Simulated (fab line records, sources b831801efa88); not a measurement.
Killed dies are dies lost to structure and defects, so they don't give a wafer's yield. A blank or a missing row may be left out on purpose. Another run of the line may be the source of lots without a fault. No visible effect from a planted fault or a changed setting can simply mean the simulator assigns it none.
Tool commonality check || flow gf180mcu || 12 lots and 36 wafers in the sample

== WHAT PROMPTED THE OPENING ==
2 of 12 lots carry a flag on the reading V3_CVD_00_THK at GF_V3_THK_MEAS_01. Wafers without a fault read 606 nm, standard deviation 7.6.
Rule: a lot is flagged when every wafer of it that has a number lies more than 4 standard deviations from that mean, or none has a number. All remaining lots are regarded as sound.

{"lot": "L915", "measured": "day 21 20:35", "on": "film_metro-03", "V3_CVD_00_THK (nm), wafer by wafer": "598 605 602", "flag": ""}
{"lot": "L916", "measured": "day 22 02:29", "on": "film_metro-04", "V3_CVD_00_THK (nm), wafer by wafer": "608 597 593", "flag": ""}
{"lot": "L917", "measured": "day 22 15:55", "on": "film_metro-04", "V3_CVD_00_THK (nm), wafer by wafer": "594 588 601", "flag": ""}
{"lot": "L918", "measured": "day 23 06:34", "on": "film_metro-03", "V3_CVD_00_THK (nm), wafer by wafer": "599 596 593", "flag": ""}
{"lot": "L923", "measured": "day 24 15:31", "on": "film_metro-04", "V3_CVD_00_THK (nm), wafer by wafer": "612 607 609", "flag": ""}
{"lot": "L924", "measured": "day 24 22:59", "on": "film_metro-04", "V3_CVD_00_THK (nm), wafer by wafer": "610 611 606", "flag": ""}
{"lot": "L925", "measured": "day 25 09:12", "on": "film_metro-03", "V3_CVD_00_THK (nm), wafer by wafer": "1205 1205 1233", "flag": "FLAGGED"}
{"lot": "L926", "measured": "day 25 18:54", "on": "film_metro-04", "V3_CVD_00_THK (nm), wafer by wafer": "1213 1208 1207", "flag": "FLAGGED"}
{"lot": "L930", "measured": "day 27 02:22", "on": "film_metro-03", "V3_CVD_00_THK (nm), wafer by wafer": "611 612 598", "flag": ""}
{"lot": "L933", "measured": "day 28 00:02", "on": "film_metro-03", "V3_CVD_00_THK (nm), wafer by wafer": "615 613 617", "flag": ""}
{"lot": "L934", "measured": "day 28 09:01", "on": "film_metro-03", "V3_CVD_00_THK (nm), wafer by wafer": "613 606 612", "flag": ""}
{"lot": "L937", "measured": "day 29 02:10", "on": "film_metro-03", "V3_CVD_00_THK (nm), wafer by wafer": "611 614 608", "flag": ""}
On average the flagged lots' numbers are 1212 nm, which is +606 nm against the usual, or +80 standard deviations.

== EACH LOT AND THE TOOL IT RAN ON ==
Before the reading, the record contains 2 process steps out of a 602-step route. Cell contents, in order: the tool; ch with the chambers the sampled wafers went through; the start.
{"lot": "L915", "flag": "", "GF_M3_SPUTTER_02": "pvd_sputter-01, day 20 18:55", "GF_V3_CVD_00": "hdpcvd-02 ch 0,1, day 21 20:30"}
{"lot": "L916", "flag": "", "GF_M3_SPUTTER_02": "pvd_sputter-01, day 21 01:08", "GF_V3_CVD_00": "hdpcvd-01 ch 0,1,2, day 22 02:24"}
{"lot": "L917", "flag": "", "GF_M3_SPUTTER_02": "pvd_sputter-03, day 21 15:09", "GF_V3_CVD_00": "hdpcvd-01 ch 0,1, day 22 15:50"}
{"lot": "L918", "flag": "", "GF_M3_SPUTTER_02": "pvd_sputter-01, day 22 05:51", "GF_V3_CVD_00": "hdpcvd-01 ch 0,2, day 23 06:30"}
{"lot": "L923", "flag": "", "GF_M3_SPUTTER_02": "pvd_sputter-01, day 23 15:28", "GF_V3_CVD_00": "hdpcvd-02 ch 0,2, day 24 15:24"}
{"lot": "L924", "flag": "", "GF_M3_SPUTTER_02": "pvd_sputter-03, day 23 23:42", "GF_V3_CVD_00": "hdpcvd-02 ch 0,1, day 24 22:53"}
{"lot": "L925", "flag": "FLAGGED", "GF_M3_SPUTTER_02": "pvd_sputter-03, day 24 11:25", "GF_V3_CVD_00": "hdpcvd-02 ch 0,1, day 25 08:53"}
{"lot": "L926", "flag": "FLAGGED", "GF_M3_SPUTTER_02": "pvd_sputter-03, day 24 17:01", "GF_V3_CVD_00": "hdpcvd-02 ch 0,2, day 25 15:59"}
{"lot": "L930", "flag": "", "GF_M3_SPUTTER_02": "pvd_sputter-03, day 26 04:08", "GF_V3_CVD_00": "hdpcvd-01 ch 0,2, day 27 02:17"}
{"lot": "L933", "flag": "", "GF_M3_SPUTTER_02": "pvd_sputter-01, day 27 02:50", "GF_V3_CVD_00": "hdpcvd-01 ch 1,2, day 27 23:58"}
{"lot": "L934", "flag": "", "GF_M3_SPUTTER_02": "pvd_sputter-01, day 27 11:56", "GF_V3_CVD_00": "hdpcvd-02 ch 1,2, day 28 08:56"}
{"lot": "L937", "flag": "", "GF_M3_SPUTTER_02": "pvd_sputter-01, day 28 06:09", "GF_V3_CVD_00": "hdpcvd-02 ch 0,1,2, day 29 02:05"}
What these steps do:
- GF_M3_SPUTTER_02: material AlCu, target thk 450 nm, time 23.9 s.
- GF_V3_CVD_00: deposits SiO2, target thk 600 nm, time 100 s.
- GF_V3_THK_MEAS_01

== FLAGGED AGAINST TOTAL, ONE TOOL AT A TIME (gauges that did the reading follow at the end) ==
{"step": "GF_M3_SPUTTER_02", "tool": "pvd_sputter-01", "lots run": 7, "flagged": 0, "share of the flagged lots": "none", "sound lots run after its first flagged lot": "-"}
{"step": "GF_M3_SPUTTER_02", "tool": "pvd_sputter-03", "lots run": 5, "flagged": 2, "share of the flagged lots": "all", "sound lots run after its first flagged lot": "1 (L930)"}
{"step": "GF_V3_CVD_00", "tool": "hdpcvd-01", "lots run": 5, "flagged": 0, "share of the flagged lots": "none", "sound lots run after its first flagged lot": "-"}
{"step": "GF_V3_CVD_00", "tool": "hdpcvd-02", "lots run": 7, "flagged": 2, "share of the flagged lots": "all", "sound lots run after its first flagged lot": "2 (L934,L937)"}
{"step": "GF_V3_THK_MEAS_01", "tool": "film_metro-03", "lots run": 7, "flagged": 1, "share of the flagged lots": "some", "sound lots run after its first flagged lot": "4 (L930,L933,L934,L937)"}
{"step": "GF_V3_THK_MEAS_01", "tool": "film_metro-04", "lots run": 5, "flagged": 1, "share of the flagged lots": "some", "sound lots run after its first flagged lot": 0}

== THE TABLE: WHAT IT ALLOWS ==
Rows of the table that ran all the flagged lots, 2 in number: pvd_sputter-03 at GF_M3_SPUTTER_02; hdpcvd-02 at GF_V3_CVD_00.
- pvd_sputter-03 at GF_M3_SPUTTER_02 ran 5 lots, 2 of them flagged. Sound lots followed the first flagged one (L930) on it, something a lasting fault affecting the whole tool could not allow.
- hdpcvd-02 at GF_V3_CVD_00 ran 7 lots, 2 of them flagged. Sound lots followed the first flagged one (L934, L937) on it, something a lasting fault affecting the whole tool could not allow.
Every row of the table either missed a flagged lot or ran a sound lot after the first.

== WHAT THE SIMULATOR HAD PUT IN ==
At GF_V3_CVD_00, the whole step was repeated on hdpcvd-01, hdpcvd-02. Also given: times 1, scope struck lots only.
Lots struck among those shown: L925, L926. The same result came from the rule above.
